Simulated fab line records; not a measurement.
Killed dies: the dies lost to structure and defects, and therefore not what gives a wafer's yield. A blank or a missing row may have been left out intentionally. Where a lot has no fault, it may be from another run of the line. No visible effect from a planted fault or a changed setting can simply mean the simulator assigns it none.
A single fault, viewed from 2 desks    flow sky130    each desk has only its own numbers; what lay behind them comes last

## DESK OF THE TOOL OWNER: pvdSputter-04
The tool's own readings at SKY_METAL5_SPUTTER_02 (material AlCu, target thk 1150 nm, time 61.2 s): means of the sampled wafers that have a number, for each lot that ran on this tool. Any lot whose mean is over 4 standard deviations away from the usual mean is out of limits and marked OUT; that distance is given in the brackets.
Columns: A = throttleValvePct at SKY_METAL5_SPUTTER_02, usual 30.0 %
lot   first seen here  A
L652  day 43 08:09     30.9
L653  day 43 10:04     30.4
L654  day 43 14:05     30.3
L656  day 44 08:04     30.6
L664  day 46 14:24     30.3
L669  day 47 15:14     30.5
L670  day 47 17:29     29.9
L674  day 48 14:40     29.5
This desk's finding: nothing out of limits on any of the 8 lots.

## METROLOGY DESK
Lot by lot, what the gauges showed, no matter which tool ran the lot: averages of those sampled wafers that carry a number. Any lot whose mean is over 4 standard deviations away from the usual mean is out of limits and marked OUT; that distance is given in the brackets.
Columns: A = METAL5_ALCU_RS at SKY_METAL5_RS_MEAS_05, usual 0.02699 ohm/sq; B = METAL5_ALCU_THK at SKY_METAL5_THK_MEAS_06, usual 1154 nm; C = PASSIVATION_CVD_02_THK at SKY_PASSIVATION_THK_MEAS_03, usual 534 nm
lot   first seen here  A        B     C
L652  day 43 08:17     0.02700  1150  534
L653  day 43 10:14     0.02705  1147  541
L654  day 43 14:12     0.02621  1188  530
L656  day 44 08:11     0.02610  1194  530
L662  day 46 09:48     0.02682  1159  534
L664  day 46 14:32     0.02686  1164  532
L668  day 47 08:08     0.02683  1164  534
L669  day 47 15:24     0.02686  1156  542
L670  day 47 17:38     0.02705  1156  539
L674  day 48 14:48     0.02687  1158  532
This desk's finding: nothing out of limits on any of the 10 lots.

## ALL TOGETHER
The desk of the tool owner found nothing out of limits.
The metrology desk saw nothing out of limits.

## WHAT HAD BEEN PUT IN BY THE SIMULATOR
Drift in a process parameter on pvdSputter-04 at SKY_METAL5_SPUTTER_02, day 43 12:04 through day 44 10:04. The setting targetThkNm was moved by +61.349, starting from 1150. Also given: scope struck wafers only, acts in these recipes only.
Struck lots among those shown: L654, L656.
